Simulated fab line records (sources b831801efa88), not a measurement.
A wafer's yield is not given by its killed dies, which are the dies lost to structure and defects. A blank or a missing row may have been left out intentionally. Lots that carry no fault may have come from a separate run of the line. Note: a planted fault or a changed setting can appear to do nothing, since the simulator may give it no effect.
fab line records	flow sky130
record: lots: 10	wafers: 29	last_day: 50
route steps=708 shown METAL3@569 VIA3@575 CAP2M@605 PAD_OPEN@708
lots with no fault: from the same line, run without faults
start_h: the number of hours between the record's first day and the start of the first shown wafer of the lot	wait_h: hours from the lot's prior step to this one	" same as the row above	L1.1+2: one row covering several wafers at once	- no value present, or no start provided	* or withheld: withheld	< > ~ a bound
route shown NAME@n: a module of which the file shows steps, and the number in the route of the first	usual: mean/standard deviation of fault-free wafers	same: alike in all rows	chamber/n: place in a boat	sites: the reading at each site	_std_site: standard deviation across them	_edge_site: the outer-site mean with the inner-site mean subtracted	radius_mm: how far each site lies from the wafer's centre	mask NAME#n: copy n	behind: tool/chamber where the wafer was last shaped	hold: why the lot went on hold/how many hours it stayed there/how the hold came to an end	device: which transistor (n, p or np) failed to switch	end of line: tests of these same wafers at the route's end	where a step has no rows: the recipe by itself	killed: dies that structure and defects cost at the first sort, which is not the same as the wafer's yield	map: dies across one wafer; x = killed, . = not, _ = none there
set.NAME: setting as actually run; set.NAME@STEP: the setting as run at that earlier step	model.NAME: the simulator's own value behind a step, which no gauge read
steps of the route over a sample of lots; a table a step, a row a wafer
services: from which hour (start_h, from the record's first day; less than 0 if before it) a tool's chamber was out of use, for how many hours, and why
== steps ==
step: SKY_METAL3_STRIP_19
recipe: chemistry: O2/N2	power_w: 1400	pressure_mtorr: 1500	platen_temp_c: withheld	o2_flow_sccm: 3000	n2_flow_sccm: 300	overash_fraction: 0.5
usual: drypump_motor_current_A: 5.5/0.45	o2_flow_sccm: 3002/9.5	oes_product_au: 0.504/0.0065	strip_time_to_endpoint_s: 6.58/0.11
lot.wafer	tool	chamber	start_h	wait_h	drypump_motor_current_A	o2_flow_sccm	oes_product_au	rf_hours_counter_h	strip_time_to_endpoint_s
L891.1	plasma_asher-01	1	901.89	0.1	5.8	3002	0.493	49	6.39
L891.3	"	1	"	"	5.8	3010	0.499	-	6.30
L891.5	"	0	"	"	5.5	3012	0.491	-	6.33
L892.2	plasma_asher-01	0	905.44	0.1	5.4	2988	0.514	50	6.69
L892.3	"	0	"	"	5.5	3003	0.500	-	6.64
L892.5	"	0	"	"	5.5	3003	0.513	-	6.64
L893.1	plasma_asher-02	0	913.41	0.1	6.3	3003	0.508	78	6.53
L893.3	"	0	"	"	6.3	3004	0.498	-	6.56
L893.5	"	1	"	"	5.2	3013	0.503	-	6.53
L894.3	plasma_asher-01	1	935.01	0.2	5.8	3013	0.500	-	6.66
L894.4	"	0	"	"	5.5	2992	0.502	-	6.64
L894.6	"	0	"	"	5.4	3011	0.511	-	6.66
L896.1	plasma_asher-03	0	940.77	0.3	5.1	2992	0.508	112	6.67
L896.5	"	0	"	"	5.0	2998	0.514	-	6.63
L896.6	"	1	"	"	5.1	3016	0.503	-	6.68
L897.3	plasma_asher-03	1	945.41	0.1	5.1	3005	0.503	-	6.43
L897.4	"	0	"	"	5.0	2988	0.502	-	6.39
L897.5	"	1	"	"	5.0	2993	0.493	-	6.48
L901.1	plasma_asher-02	0	972.52	0.3	6.2	3005	0.510	84	6.73
L901.2	"	1	"	"	5.2	2997	0.514	84	6.80
L901.6	"	0	"	"	6.3	3001	0.503	-	6.70
L902.2	plasma_asher-01	0	980.70	0.1	5.5	2999	0.503	57	6.62
L902.3	"	0	"	"	5.5	3004	0.506	-	6.77
L902.5	"	0	"	"	5.5	3000	0.508	-	6.72
L910.1	plasma_asher-02	1	1040.35	0.1	5.2	2991	0.494	91	6.57
L910.5	"	0	"	"	6.3	3031	0.505	-	6.67
L914.4	plasma_asher-01	1	1059.94	0.1	5.8	2999	0.504	-	6.69
L914.5	"	1	"	"	5.8	3009	0.510	-	6.65
L914.6	"	0	"	"	5.5	2997	0.492	-	6.54
step: SKY_VIA3_CMP_02
recipe: material: SiO2	down_force_psi: 4	platen_rpm: 60	pad_velocity_m_s: 0.94248
usual: motor_current_A: 10.9/0.95	slurry_filter_dp_kPa: 13.51/0.13
lot.wafer	tool	chamber	start_h	wait_h	motor_current_A	slurry_filter_dp_kPa
L891.3	cmp-01	0	902.72	0.0	10.2	13.42
L891.1	"	2	"	"	10.4	13.60
L891.5	"	1	"	"	11.9	13.66
L892.2	cmp-02	0	906.34	0.1	10.7	13.50
L892.3	"	2	"	"	9.8	13.41
L892.5	"	0	"	"	10.3	13.73
L893.3	cmp-02	0	914.38	0.1	10.2	13.54
L893.1	"	1	"	"	11.9	13.60
L893.5	"	2	"	"	9.6	13.51
L894.3	cmp-01	3	935.80	0.0	11.0	13.55
L894.4	"	2	"	"	10.9	13.48
L894.6	"	3	"	"	11.1	13.50
L896.1	cmp-02	1	941.60	0.1	12.0	13.32
L896.5	"	1	"	"	12.0	13.40
L896.6	"	2	"	"	10.1	13.43
L897.3	cmp-02	2	946.30	0.1	9.3	13.47
L897.4	"	3	"	"	10.7	13.39
L897.5	"	0	"	"	10.7	13.76
L901.1	cmp-02	3	973.34	0.1	11.2	13.63
L901.2	"	1	"	"	12.2	13.71
L901.6	"	3	"	"	10.5	13.48
L902.3	cmp-01	0	981.59	0.0	10.0	13.63
L902.2	"	3	"	"	10.5	13.61
L902.5	"	0	"	"	10.9	13.69
L910.1	cmp-02	0	1041.32	0.1	10.1	13.47
L910.5	"	0	"	"	10.5	13.54
L914.4	cmp-01	3	1060.75	0.0	11.2	13.64
L914.5	"	3	"	"	11.0	13.38
L914.6	"	0	"	"	10.0	13.51
step: SKY_VIA3_BOW_MEAS_03
recipe: mode: bow
usual: VIA3_BOW: 80/7.3
lot.wafer	tool	chamber	start_h	wait_h	VIA3_BOW[um]
L891.1	film_metro-02	-	903.02	0.1	87
L891.3	"	-	"	"	75
L891.5	"	-	"	"	78
L892.2	film_metro-02	-	906.66	0.3	72
L892.3	"	-	"	"	85
L892.5	"	-	"	"	76
L893.1	film_metro-01	-	914.58	0.1	76
L893.3	"	-	"	"	72
L893.5	"	-	"	"	87
L894.3	film_metro-01	-	936.14	0.3	76
L894.4	"	-	"	"	78
L894.6	"	-	"	"	82
L896.1	film_metro-02	-	941.90	0.2	73
L896.5	"	-	"	"	75
L896.6	"	-	"	"	58
L897.3	film_metro-01	-	946.54	0.2	78
L897.4	"	-	"	"	83
L897.5	"	-	"	"	86
L901.1	film_metro-01	-	973.64	0.2	73
L901.2	"	-	"	"	86
L901.6	"	-	"	"	80
L902.2	film_metro-02	-	981.91	0.1	84
L902.3	"	-	"	"	80
L902.5	"	-	"	"	83
L910.1	film_metro-02	-	1041.57	0.2	73
L910.5	"	-	"	"	77
L914.4	film_metro-02	-	1061.11	0.3	70
L914.5	"	-	"	"	80
L914.6	"	-	"	"	80
step: SKY_CAP2M_SPUTTER_02
recipe: material: TiN	target_thk_nm: 200	temp_c: 300	power_w: 6500	time_s: 166.7	chamber_pressure_pa: 0.4
usual: throttle_valve_pct: 30.0/1
lot.wafer	tool	chamber	start_h	wait_h	throttle_valve_pct
L891.1	pvd_sputter-03	-	929.53	0.1	29.7
L891.3	"	-	"	"	29.4
L891.5	"	-	"	"	29.4
L892.2	pvd_sputter-03	-	933.38	0.0	29.4
L892.3	"	-	"	"	30.8
L892.5	"	-	"	"	29.3
L893.1	pvd_sputter-04	-	940.91	0.1	29.4
L893.3	"	-	"	"	30.4
L893.5	"	-	"	"	29.4
L894.3	pvd_sputter-03	-	962.92	0.0	29.0
L894.4	"	-	"	"	30.6
L894.6	"	-	"	"	29.9
L896.1	pvd_sputter-03	-	968.20	0.1	30.9
L896.5	"	-	"	"	30.0
L896.6	"	-	"	"	28.8
L897.3	pvd_sputter-04	-	973.27	0.0	32.3
L897.4	"	-	"	"	28.4
L897.5	"	-	"	"	30.7
L901.1	pvd_sputter-03	-	998.23	0.1	29.1
L901.2	"	-	"	"	30.1
L901.6	"	-	"	"	31.1
L902.2	pvd_sputter-04	-	1006.89	0.0	28.9
L902.3	"	-	"	"	32.3
L902.5	"	-	"	"	30.5
L910.1	pvd_sputter-04	-	1065.29	0.1	28.3
L910.5	"	-	"	"	30.6
L914.4	pvd_sputter-01	-	1083.80	0.1	31.5
L914.5	"	-	"	"	29.9
L914.6	"	-	"	"	30.1
step: SKY_CAP2M_RS_MEAS_03
recipe: thk_meas_gauge: four-point-probe	reads: TiN_of_CAP2M_SPUTTER_02
usual: CAP2M_TIN_RS: 6.91/0.075
lot.wafer	tool	chamber	start_h	wait_h	CAP2M_TIN_RS[ohm/sq]
L891.1	film_metro-04	-	929.64	0.1	6.97
L891.3	"	-	"	"	7.01
L891.5	"	-	"	"	6.96
L892.2	film_metro-02	-	933.51	0.1	6.90
L892.3	"	-	"	"	6.94
L892.5	"	-	"	"	6.89
L893.1	film_metro-04	-	941.02	0.1	6.91
L893.3	"	-	"	"	6.95
L893.5	"	-	"	"	6.89
L894.3	film_metro-02	-	963.07	0.1	6.88
L894.4	"	-	"	"	6.90
L894.6	"	-	"	"	6.96
L896.1	film_metro-02	-	968.31	0.1	6.91
L896.5	"	-	"	"	6.92
L896.6	"	-	"	"	6.87
L897.3	film_metro-02	-	973.42	0.1	6.84
L897.4	"	-	"	"	6.83
L897.5	"	-	"	"	6.91
L901.1	film_metro-02	-	998.34	0.1	6.93
L901.2	"	-	"	"	6.95
L901.6	"	-	"	"	6.99
L902.2	film_metro-02	-	1007.02	0.1	7.05
L902.3	"	-	"	"	6.97
L902.5	"	-	"	"	7.03
L910.1	film_metro-02	-	1065.40	0.1	6.95
L910.5	"	-	"	"	7.60
L914.4	film_metro-02	-	1083.91	0.1	6.94
L914.5	"	-	"	"	6.97
L914.6	"	-	"	"	6.86
step: SKY_CAP2M_THK_MEAS_04
recipe: thk_meas_gauge: xrf	reads: TiN_of_CAP2M_SPUTTER_02
usual: CAP2M_TIN_THK: 198.8/2.1
lot.wafer	tool	chamber	start_h	wait_h	CAP2M_TIN_THK[nm]
L891.1	film_metro-04	-	929.76	0.1	197.1
L891.3	"	-	"	"	196.2
L891.5	"	-	"	"	197.2
L892.2	film_metro-02	-	933.62	0.1	198.8
L892.3	"	-	"	"	197.9
L892.5	"	-	"	"	198.8
L893.1	film_metro-04	-	941.14	0.1	199.1
L893.3	"	-	"	"	197.2
L893.5	"	-	"	"	197.9
L894.3	film_metro-02	-	963.17	0.1	198.9
L894.4	"	-	"	"	199.1
L894.6	"	-	"	"	196.5
L896.1	film_metro-02	-	968.43	0.1	199.2
L896.5	"	-	"	"	198.5
L896.6	"	-	"	"	198.5
L897.3	film_metro-02	-	973.52	0.1	200.1
L897.4	"	-	"	"	201.6
L897.5	"	-	"	"	198.7
L901.1	film_metro-02	-	998.46	0.1	198.6
L901.2	"	-	"	"	197.6
L901.6	"	-	"	"	196.4
L902.2	film_metro-02	-	1007.13	0.1	195.6
L902.3	"	-	"	"	197.4
L902.5	"	-	"	"	195.3
L910.1	film_metro-02	-	1065.52	0.1	195.6
L910.5	"	-	"	"	180.4
L914.4	film_metro-02	-	1084.00	0.1	199.4
L914.5	"	-	"	"	198.8
L914.6	"	-	"	"	200.3
step: SKY_CAP2M_METAL_ETCH_13
recipe: target_depth_nm: 220	stop_on: SiO2	chemistry: Cl2/BCl3	target: TiN	pressure_mtorr: 10	icp_w: 900	bias_w: 48.5	Cl2_flow_sccm: 60	bcl3_flow_sccm: 30	time_s: 62.9
usual: drypump_motor_current_A: 6.2/0.41	oes_product_au: 0.941/0.0073	throttle_valve_pct: 21.903/0.0093
same: time_s: 62.9
lot.wafer	tool	chamber	start_h	wait_h	drypump_motor_current_A	oes_product_au	rf_hours_counter_h	throttle_valve_pct
L891.1	rie_metal-04	0	953.66	0.0	6.4	0.933	15	21.908
L891.3	"	0	"	"	6.4	0.938	-	21.899
L891.5	"	1	"	"	6.7	0.933	-	21.906
L892.2	rie_metal-04	1	957.86	0.0	6.7	0.940	14	21.912
L892.3	"	0	"	"	6.4	0.940	-	21.901
L892.5	"	1	"	"	6.7	0.944	-	21.912
L893.1	rie_metal-03	1	965.26	0.0	6.1	0.949	12	21.894
L893.3	"	0	"	"	5.4	0.941	-	21.910
L893.5	"	1	"	"	6.1	0.934	-	21.906
L894.3	rie_metal-04	1	986.79	0.0	6.8	0.944	-	21.903
L894.4	"	0	"	"	6.4	0.945	-	21.891
L894.6	"	0	"	"	6.4	0.930	-	21.914
L896.1	rie_metal-03	1	991.67	0.0	6.1	0.949	14	21.928
L896.5	"	1	"	"	6.1	0.941	-	21.907
L896.6	"	0	"	"	5.4	0.940	-	21.896
L897.3	rie_metal-03	0	996.94	0.0	5.4	0.939	-	21.895
L897.4	"	1	"	"	6.1	0.957	-	21.895
L897.5	"	0	"	"	5.5	0.941	-	21.916
L901.1	rie_metal-02	1	1021.26	0.0	6.7	0.935	18	21.910
L901.2	"	0	"	"	6.0	0.943	5	21.918
L901.6	"	0	"	"	6.0	0.940	-	21.913
L902.2	rie_metal-04	1	1029.65	0.0	6.7	0.918	17	21.894
L902.3	"	0	"	"	6.4	0.940	-	21.909
L902.5	"	1	"	"	6.8	0.931	-	21.918
L910.1	rie_metal-04	1	1086.11	0.0	6.7	0.933	22	21.913
L910.5	"	1	"	"	6.8	0.893	-	21.936
L914.4	rie_metal-02	1	1105.08	0.0	6.7	0.935	-	21.917
L914.5	"	1	"	"	6.7	0.937	-	21.910
L914.6	"	0	"	"	6.0	0.947	-	21.915
step: SKY_PAD_OPEN_PROBE_99
usual: defect_limited_yield: 82.4/1.9	killed_at_M0_to_M3: 44/7.5	killed_at_M4_up: 3.2/1.9	killed_at_contacts: 23/4.7	killed_at_front_end: 15/4.7	killed_at_other: 0.4/0.66	killed_dies: 87/9.3	killed_open: 47/7.2	killed_short: 39/6.5	sort_bin_3_pad_short: 0.8/0.39	sort_bin_5_function: 10.5/1.4	sort_bin_6_memory: 6.3/1.2	sort_n_pass: 405/9.3	sort_yield_pct: 82.4/1.9
same: gross_dies: 492	killed_at_back_side: 0	sort_bin_4_leakage[%]: 0	sort_bin_8_speed[%]: 0
lot.wafer	tool	chamber	start_h	wait_h	defect_limited_yield[%]	killed_at_M0_to_M3	killed_at_M4_up	killed_at_contacts	killed_at_front_end	killed_at_other	killed_dies	killed_open	killed_short	sort_bin_3_pad_short[%]	sort_bin_5_function[%]	sort_bin_6_memory[%]	sort_n_pass	sort_yield_pct[%]
L910.1	prober-01	-	1185.39	0.1	81.5	45	3	31	12	0	91	45	45	1.0	11.0	6.5	401	81.5
L910.5	prober-01	-	1185.59	0.2	84.6	30	3	29	14	0	76	42	33	0.6	9.8	5.1	416	84.6
killed by level:class
L910.1 VIA1:geometric_particle:open=10 LI_CONTACT:geometric_particle:open=8 CONTACT:geometric_particle:open=7 VIA1:geometric_particle:short=7 CONTACT:geometric_particle:short=6 LOCAL_INTERCONNECT:geometric_particle:short=6 METAL2:geometric_particle:short=6 VIA3:geometric_particle:open=6
L910.5 LI_CONTACT:geometric_particle:open=9 CONTACT:geometric_particle:open=8 VIA1:geometric_particle:open=7 VIA2:geometric_particle:open=6 LI_CONTACT:geometric_particle:short=5 FIELD_ISO:geometric_particle:short=4 METAL1:geometric_particle:short=4 VIA1:geometric_particle:short=4
== services ==
tool	chamber	start_h	hours	kind
cmp-01	-	894.84	5.2	pm
cmp-02	-	900.07	5.6	pm
rie_metal-04	-	911.98	0.4	repair
cmp-01	-	912.00	4.0	pm
pvd_sputter-04	-	916.36	3.7	repair
cmp-02	-	925.84	8.8	pm
pvd_sputter-03	-	926.00	1.3	repair
cmp-02	-	955.57	12.2	pm
plasma_asher-01	-	966.95	3.2	repair
pvd_sputter-04	-	967.10	2.8	repair
rie_metal-04	-	984.40	0.2	repair
cmp-01	-	987.58	1.1	repair
rie_metal-04	-	1001.93	2.8	pm
pvd_sputter-01	-	1003.60	7.8	repair
rie_metal-04	-	1010.97	14.6	pm
cmp-01	-	1019.55	2.6	repair
cmp-02	-	1051.79	0.3	repair
plasma_asher-03	-	1055.25	9.0	pm
rie_metal-02	1	1069.52	7.4	repair
rie_metal-03	-	1069.58	1.2	repair
cmp-02	-	1070.05	4.0	pm
cmp-01	-	1095.65	4.8	pm
cmp-02	-	1100.64	0.6	repair
rie_metal-02	-	1103.29	1.7	repair
== key ==
first_sign: step: SKY_CAP2M_RS_MEAS_03	reading: CAP2M_TIN_RS	direction: up	sigmas: 9.1	usual: 6.91	struck: 7.60
effect: step: SKY_CAP2M_THK_MEAS_04	reading: CAP2M_TIN_THK	direction: down	sigmas: 8.7	usual: 198.8	struck: 180.4
effect: step: SKY_CAP2M_METAL_ETCH_13	reading: oes_product_au	direction: down	sigmas: 6.6	usual: 0.941	struck: 0.893
met_at SKY_CAP2M_SPUTTER_02
struck_lots L910
struck_wafers L910.5
not_acting_at SKY_METAL3_STRIP_19,SKY_VIA3_CMP_02,SKY_VIA3_BOW_MEAS_03
onset_between 1006.89 1065.29
fault: kind: process_parameter_drift	tool: pvd_sputter-04	chamber: -	onset_h: 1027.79	steps: SKY_CAP2M_SPUTTER_02	channel: time_s	offset: *	shape: step	end_h: 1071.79	scope: struck_wafers_only	acts_in: *	stated: *
